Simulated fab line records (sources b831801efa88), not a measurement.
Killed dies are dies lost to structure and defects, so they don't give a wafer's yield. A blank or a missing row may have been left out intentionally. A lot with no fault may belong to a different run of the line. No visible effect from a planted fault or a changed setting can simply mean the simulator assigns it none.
fab line records | flow sfq-line
[record] lots = 14 wafers = 42 last-day = 83
route steps=325 shown I1@86 M2@101 I2@104
lots untouched by any fault: they come from a run of this same line in which no faults occurred
start-h: the number of hours between the record's first day and the start of the first shown wafer of the lot | wait-h: hours since the lot's step before | " unchanged from the row above | L1.1+2: several wafers, shown together as one row | - no value, or no start was given | * or withheld: withheld | < > ~ a bound
route shown NAME@n: a module of which the file shows steps, and the number in the route of the first | usual: mean/standard deviation of fault-free wafers | same: alike in all rows | chamber/n: place in a boat | sites: the reading at each site | _std_site: the standard deviation of these | _edge_site: outer sites' mean less inner sites' | radius-mm: how far each site lies from the wafer's centre | mask NAME#n: copy n | behind: tool/chamber where the wafer was last shaped | hold: cause of the lot's hold/its duration in hours/its outcome | device: transistor that didn't switch, given as n, p or np | end of line: the route-end tests of the same wafers | a step with no rows: only its recipe | killed: not the wafer's yield, but the dies lost to structure and defects at the first sort | map: per-die view of a wafer (x killed, . not killed, _ where there is no die)
set.NAME: the setting that was run; set.NAME@STEP: the one run at that earlier step | model.NAME: the simulator's own value behind a step, which no gauge read
route steps across a sampled set of lots; one table per step, one row per wafer
services: a tool's chamber out of use, with start hour (start-h, from the record's first day; less than 0 if before it), hours out, and reason
[[steps]]
[step SFQ_TRILAYER_I1_VIA_STRIP_STRIP_053]
[recipe] gas = O2 power-w = 200 platen-temp-c = 40 overash-fraction = 0.65 chemistry = O2 pressure-mtorr = 50
[usual] drypump-motor-current-A = 5.9/0.49 oes-product-au = 0.994/0.0073
// columns lot.wafer tool chamber start-h wait-h drypump-motor-current-A oes-product-au rf-hours-counter-h
L948.1 rie-metal-01 1 522.07 - 6.0 1.002 20
L948.2 " 0 " " 5.9 0.992 149
L948.4 " 0 " " 5.9 0.992 -
L949.1 rie-metal-04 1 525.67 - 5.0 1.007 119
L949.3 " 1 " " 5.0 1.012 -
L949.4 " 1 " " 5.0 1.004 -
L954.1 rie-metal-04 1 583.27 - 5.0 0.995 133
L954.3 " 1 " " 5.0 0.996 -
L954.5 " 1 " " 5.0 0.992 -
L955.2 rie-metal-03 1 589.27 - 6.5 1.006 46
L955.3 " 1 " " 6.5 0.997 -
L955.6 " 1 " " 6.5 0.993 -
L960.2 rie-metal-01 0 633.77 - 5.9 1.010 7
L960.3 " 1 " " 6.1 0.984 -
L960.4 " 0 " " 5.9 1.003 -
L961.4 rie-metal-04 0 798.12 - 6.2 0.996 -
L961.5 " 1 " " 5.1 0.992 -
L961.6 " 0 " " 6.2 0.989 -
L962.1 rie-metal-04 1 806.32 - 5.0 0.993 5
L962.4 " 0 " " 6.2 0.998 -
L962.6 " 1 " " 5.1 0.987 -
L963.1 rie-metal-01 1 823.04 - 6.1 0.988 64
L963.3 " 0 " " 5.9 0.993 -
L963.5 " 1 " " 6.1 0.994 -
L964.2 rie-metal-01 1 827.84 - 6.1 0.990 65
L964.4 " 0 " " 5.8 1.000 -
L964.6 " 0 " " 5.8 1.003 -
L965.2 rie-metal-04 1 831.44 - 5.1 0.997 9
L965.3 " 1 " " 5.1 1.009 -
L965.4 " 0 " " 6.2 0.985 -
L966.2 rie-metal-04 0 837.57 - 6.2 0.994 46
L966.3 " 1 " " 5.1 1.001 -
L966.5 " 0 " " 6.2 0.990 -
L967.1 rie-metal-03 0 847.17 - 6.3 0.995 94
L967.2 " 1 " " 6.5 0.989 86
L967.4 " 1 " " 6.5 0.992 -
L969.1 rie-metal-03 0 874.77 - 6.3 0.990 99
L969.3 " 0 " " 6.3 0.991 -
L969.5 " 0 " " 6.3 0.987 -
L970.1 rie-metal-04 1 878.37 - 5.1 1.000 18
L970.3 " 1 " " 5.0 0.999 -
L970.4 " 0 " " 6.2 0.997 -
[step SFQ_TRILAYER_M2_STRIP_STRIP_061]
[recipe] gas = O2 power-w = 200 platen-temp-c = 40 overash-fraction = 0.65 chemistry = O2 pressure-mtorr = 50
[usual] drypump-motor-current-A = 5.7/0.66 oes-product-au = 1.000/0.0094
// columns lot.wafer tool chamber start-h wait-h drypump-motor-current-A oes-product-au rf-hours-counter-h
L948.1 rie-metal-04 1 534.91 0.2 5.0 1.002 122
L948.2 " 1 " " 5.1 1.007 -
L948.4 " 1 " " 5.1 1.005 -
L949.1 rie-metal-03 0 539.52 0.1 6.3 0.993 45
L949.3 " 1 " " 6.4 1.001 -
L949.4 " 0 " " 6.3 0.995 -
L954.1 rie-metal-03 0 731.94 0.1 6.3 0.991 72
L954.3 " 1 " " 6.5 0.993 -
L954.5 " 0 " " 6.3 0.996 -
L955.2 rie-metal-02 1 741.54 0.1 6.0 0.988 16
L955.3 " 0 " " 4.8 1.011 -
L955.6 " 0 " " 4.8 1.014 -
L960.2 rie-metal-04 0 785.95 0.1 6.2 0.992 38
L960.3 " 1 " " 5.0 0.991 -
L960.4 " 0 " " 6.2 0.989 -
L961.4 rie-metal-04 0 803.61 0.2 6.2 0.995 -
L961.5 " 0 " " 6.2 0.999 -
L961.6 " 1 " " 5.1 0.989 -
L962.1 rie-metal-03 0 809.86 0.1 6.3 0.997 88
L962.4 " 1 " " 6.4 1.002 -
L962.6 " 0 " " 6.3 0.990 -
L963.1 rie-metal-04 1 827.77 0.1 5.0 0.990 8
L963.3 " 1 " " 5.0 1.005 -
L963.5 " 0 " " 6.2 0.986 -
L964.2 rie-metal-02 1 831.39 0.1 6.0 1.001 33
L964.4 " 1 " " 6.0 0.995 -
L964.6 " 1 " " 6.0 0.999 -
L965.2 rie-metal-03 0 835.18 0.1 6.3 0.996 92
L965.3 " 1 " " 6.5 0.994 -
L965.4 " 0 " " 6.3 0.996 -
L966.2 rie-metal-02 1 843.62 0.1 6.0 0.989 36
L966.3 " 1 " " 6.0 0.990 -
L966.5 " 1 " " 5.9 0.979 -
L967.1 rie-metal-03 0 852.60 0.1 6.3 1.000 95
L967.2 " 1 " " 6.4 0.993 87
L967.4 " 1 " " 6.4 0.996 -
L969.1 rie-metal-02 1 878.33 0.1 6.0 0.996 41
L969.3 " 1 " " 6.0 0.996 -
L969.5 " 0 " " 4.8 1.013 -
L970.1 rie-metal-04 1 883.18 0.1 5.0 0.999 19
L970.3 " 1 " " 5.0 1.000 -
L970.4 " 0 " " 6.2 0.993 -
[step SFQ_TRILAYER_I2_CMP_CMP_064]
[recipe] material = SiO2 down-force-psi = 3 platen-rpm = 60 pad-velocity-m-s = 0.94248
[usual] motor-current-A = 10.0/0.87 retaining-ring-pressure-frac = 1.000/0.005 slurry-flow-ml-min = 150.0/0.46 time-to-endpoint-s = 212/8.2
// columns lot.wafer tool chamber start-h wait-h motor-current-A retaining-ring-pressure-frac slurry-flow-ml-min time-to-endpoint-s
L948.2 cmp-02 1 548.88 12.6 8.8 1.002 149.7 219
L948.4 " 3 549.88 13.5 10.1 1.003 149.1 217
L948.1 " 0 " " 9.4 1.002 150.2 213
L949.1 cmp-02 1 551.88 11.5 8.8 1.003 150.4 220
L949.4 " 2 " " 10.3 1.005 149.1 210
L949.3 " 3 " " 9.9 1.006 150.6 222
L954.3 cmp-02 0 733.57 0.8 9.3 0.996 149.9 269
L954.1 " 3 735.07 2.3 10.3 1.006 149.9 219
L954.5 " 1 736.07 3.3 9.4 1.002 148.9 231
L955.3 cmp-02 2 743.57 1.2 10.2 1.003 150.3 285
L955.2 " 3 " " 9.8 0.997 149.5 280
L955.6 " 0 " " 9.5 0.996 150.7 292
L960.4 cmp-01 1 810.79 24.0 11.5 0.995 150.7 207
L960.2 " 2 " " 9.5 1.001 150.0 204
L960.3 " 0 812.29 25.5 10.2 1.003 150.6 204
L961.4 cmp-02 2 834.69 30.4 10.3 1.005 149.9 206
L961.6 " 3 " " 10.1 1.004 150.2 214
L961.5 " 0 " " 9.1 0.995 150.1 212
L962.1 cmp-01 2 840.79 30.1 9.1 0.996 150.3 213
L962.4 " 0 841.79 31.1 10.8 1.007 149.2 220
L962.6 " 2 842.79 32.1 8.9 1.005 150.6 209
L963.1 cmp-02 2 860.69 32.1 10.4 1.002 149.5 204
L963.3 " 0 861.69 33.1 9.1 1.005 149.3 210
L963.5 " 2 862.69 34.1 10.0 0.997 149.9 210
L964.2 cmp-01 0 864.79 32.6 10.0 0.999 149.6 200
L964.4 " 3 866.29 34.0 10.1 1.002 149.7 215
L964.6 " 0 " " 10.3 1.000 150.0 207
L965.3 cmp-01 1 870.79 34.8 11.7 1.005 150.1 214
L965.2 " 3 871.79 35.8 9.9 1.004 150.4 216
L965.4 " 0 " " 10.6 0.990 150.6 207
L966.2 cmp-01 0 883.29 38.8 10.4 0.997 150.0 201
L966.3 " 2 884.29 39.8 9.7 1.000 149.4 200
L966.5 " 3 " " 9.3 1.007 150.2 208
L967.1 cmp-02 1 890.69 37.3 9.1 0.994 149.5 220
L967.4 " 2 " " 10.1 1.000 149.9 214
L967.2 " 3 " " 9.6 0.998 150.5 213
L969.1 cmp-02 3 921.19 42.0 9.7 1.005 150.0 208
L969.3 " 0 " " 9.3 0.994 149.5 213
L969.5 " 1 " " 8.6 0.999 149.8 220
L970.4 cmp-01 2 924.18 40.1 9.2 1.001 150.1 203
L970.3 " 0 925.18 41.2 10.0 1.001 149.7 199
L970.1 " 1 " " 11.6 0.994 150.4 192
[step SFQ_TRILAYER_I2_METRO_MEASURE_065]
[usual] thk-nm = 199.7/1.2
// columns lot.wafer tool chamber start-h wait-h thk-nm
L948.1 film-metro-04 - 552.00 0.1 200.4
L948.2 " - " " 202.8
L948.4 " - " " 201.6
L949.1 film-metro-02 - 555.00 0.1 201.2
L949.3 " - " " 200.8
L949.4 " - " " 198.6
L954.1 film-metro-04 - 736.69 0.1 200.7
L954.3 " - " " 299.8
L954.5 " - " " 200.4
L955.2 film-metro-04 - 745.89 0.3 307.2
L955.3 " - " " 307.6
L955.6 " - " " 310.3
L960.2 film-metro-02 - 814.11 0.3 199.6
L960.3 " - " " 199.1
L960.4 " - " " 200.3
L961.4 film-metro-04 - 836.91 0.6 198.3
L961.5 " - " " 200.3
L961.6 " - " " 200.6
L962.1 film-metro-03 - 843.91 0.1 201.1
L962.4 " - " " 199.9
L962.6 " - " " 199.7
L963.1 film-metro-03 - 863.31 0.1 199.3
L963.3 " - " " 199.4
L963.5 " - " " 199.1
L964.2 film-metro-02 - 868.11 0.3 198.1
L964.4 " - " " 200.6
L964.6 " - " " 197.6
L965.2 film-metro-03 - 874.11 0.3 199.5
L965.3 " - " " 198.6
L965.4 " - " " 199.3
L966.2 film-metro-02 - 886.11 0.3 198.7
L966.3 " - " " 198.7
L966.5 " - " " 200.2
L967.1 film-metro-02 - 893.31 0.1 199.9
L967.2 " - " " 199.5
L967.4 " - " " 196.4
L969.1 film-metro-04 - 923.31 0.1 201.2
L969.3 " - " " 200.4
L969.5 " - " " 201.5
L970.1 film-metro-03 - 927.30 0.1 197.4
L970.3 " - " " 197.8
L970.4 " - " " 198.4
[step SFQ_I2_OVL_MEAS_918]
[usual] I2_OVL = -2/5.8
// columns lot.wafer tool chamber start-h wait-h I2_OVL[nm]
L948.1 overlay-02 - 568.10 0.1 4
L948.2 " - " " 3
L948.4 " - " " 4
L949.1 overlay-02 - 571.80 0.1 2
L949.3 " - " " 6
L949.4 " - " " 9
L954.1 overlay-02 - 886.58 0.1 -6
L954.3 " - " " -4
L954.5 " - " " -4
L955.2 overlay-02 - 892.56 0.1 0
L955.3 " - " " -6
L955.6 " - " " -1
L960.2 overlay-01 - 941.89 0.1 -5
L960.3 " - " " -10
L960.4 " - " " -7
L961.4 overlay-01 - 960.03 0.1 1
L961.5 " - " " -6
L961.6 " - " " 0
L962.1 overlay-01 - 966.01 0.1 -6
L962.4 " - " " -3
L962.6 " - " " 3
L963.1 overlay-02 - 985.13 0.1 -5
L963.3 " - " " -6
L963.5 " - " " -8
L964.2 overlay-01 - 988.74 0.1 -13
L964.4 " - " " -13
L964.6 " - " " -11
L965.2 overlay-02 - 993.54 0.1 -7
L965.3 " - " " -3
L965.4 " - " " 0
L966.2 overlay-01 - 1000.74 0.1 -3
L966.3 " - " " -1
L966.5 " - " " 4
L967.1 overlay-01 - 1011.53 0.1 -8
L967.2 " - " " 0
L967.4 " - " " 0
L969.1 overlay-01 - 1041.66 0.1 -10
L969.3 " - " " -6
L969.5 " - " " -8
L970.1 overlay-01 - 1044.06 0.1 -3
L970.3 " - " " 1
L970.4 " - " " -2
[step SFQ_TRILAYER_I2_VIA_ETCH_VIA_ETCH_070]
[recipe] target = SiO2 stop-on = Nb mask-material = PR taper-deg = 20 chemistry = CHF3 target-depth-nm = 260 source-w = 500 bias-w = 80 pressure-mtorr = 30 time-s = withheld
[usual] drypump-motor-current-A = 5.6/0.47 oes-product-au = 0.854/0.0053
// columns lot.wafer tool chamber start-h wait-h drypump-motor-current-A oes-product-au
L948.1 rie-diel-01 0 568.18 0.0 5.4 0.856
L948.2 " 2 " " 5.3 0.866
L948.4 " 1 " " 5.4 0.847
L949.1 rie-diel-04 0 571.88 0.0 5.5 0.860
L949.3 " 3 " " 5.6 0.857
L949.4 " 1 " " 6.3 0.853
L954.1 rie-diel-04 0 886.65 0.0 5.4 0.854
L954.3 " 2 " " 6.2 1.001
L954.5 " 3 " " 5.6 0.852
L955.2 rie-diel-02 0 892.63 0.0 4.8 0.987
L955.3 " 3 " " 6.2 0.997
L955.6 " 0 " " 4.8 0.982
L960.2 rie-diel-04 3 941.96 0.0 5.6 0.851
L960.3 " 0 " " 5.4 0.860
L960.4 " 2 " " 6.2 0.856
L961.4 rie-diel-02 3 960.08 0.0 6.1 0.851
L961.5 " 3 " " 6.1 0.863
L961.6 " 2 " " 5.2 0.855
L962.1 rie-diel-02 2 966.08 0.0 5.2 0.861
L962.4 " 1 " " 5.7 0.850
L962.6 " 1 " " 5.7 0.854
L963.1 rie-diel-02 1 985.21 0.0 5.7 0.849
L963.3 " 0 " " 4.8 0.854
L963.5 " 2 " " 5.2 0.860
L964.2 rie-diel-04 2 988.81 0.0 6.2 0.859
L964.4 " 3 " " 5.6 0.847
L964.6 " 2 " " 6.2 0.854
L965.2 rie-diel-02 2 993.61 0.0 5.2 0.848
L965.3 " 0 " " 4.8 0.855
L965.4 " 1 " " 5.7 0.853
L966.2 rie-diel-01 0 1000.81 0.0 5.5 0.851
L966.3 " 2 " " 5.3 0.850
L966.5 " 2 " " 5.3 0.853
L967.1 rie-diel-04 0 1011.61 0.0 5.5 0.854
L967.2 " 2 " " 6.2 0.858
L967.4 " 1 " " 6.3 0.850
L969.1 rie-diel-02 2 1041.73 0.0 5.2 0.857
L969.3 " 0 " " 4.8 0.864
L969.5 " 2 " " 5.2 0.862
L970.1 rie-diel-01 1 1044.13 0.0 5.4 0.846
L970.3 " 3 " " 6.3 0.852
L970.4 " 3 " " 6.3 0.855
[[services]]
// columns tool chamber start-h hours kind
rie-diel-02 3 523.98 6.2 repair
rie-metal-03 - 524.13 0.1 repair
rie-diel-02 - 526.03 14.6 pm
rie-diel-02 - 561.72 2.8 pm
rie-metal-03 - 571.23 2.8 pm
rie-metal-04 - 589.99 1.6 repair
cmp-02 - 606.37 1.3 repair
rie-metal-04 0 630.02 3.7 repair
cmp-02 - 664.89 3.2 pm
cmp-02 - 671.35 7.3 repair
cmp-02 - 671.65 2.5 repair
cmp-02 - 751.39 4.0 pm
cmp-02 - 752.36 1.3 repair
cmp-02 - 768.57 3.7 repair
cmp-02 - 778.22 11.9 pm
rie-metal-04 - 786.78 0.5 repair
cmp-02 - 795.61 0.3 repair
cmp-02 - 795.78 1.2 repair
cmp-02 - 799.14 0.8 repair
rie-metal-04 - 804.67 0.2 repair
cmp-02 - 838.76 0.2 repair
cmp-02 - 954.38 4.6 repair
cmp-02 - 990.67 1.8 repair
cmp-02 - 1034.46 8.6 pm
[[key]]
[first-sign] step = SFQ_TRILAYER_I2_CMP_CMP_064 reading = time-to-endpoint-s direction = up sigmas = 8.5 usual = * struck = *
[effect] step = SFQ_TRILAYER_I2_METRO_MEASURE_065 reading = thk-nm direction = up sigmas = 91 usual = 199.7 struck = 306.2
[effect] step = SFQ_TRILAYER_I2_VIA_ETCH_VIA_ETCH_070 reading = oes-product-au direction = up sigmas = 26 usual = 0.854 struck = 0.992
met-at SFQ_TRILAYER_I2_CMP_CMP_064
struck-lots L954,L955
struck-wafers L954.3,L955.2,L955.3,L955.6
not-acting-at SFQ_TRILAYER_I1_VIA_STRIP_STRIP_053,SFQ_TRILAYER_M2_STRIP_STRIP_061,SFQ_I2_OVL_MEAS_918
onset-between 551.88 733.57
[fault] kind = process-parameter-drift tool = cmp-02 chamber = - onset-h = 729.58 steps = SFQ_TRILAYER_I2_CMP_CMP_064 channel = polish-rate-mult offset = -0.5 shape = step end-h = 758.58 scope = struck-wafers-only
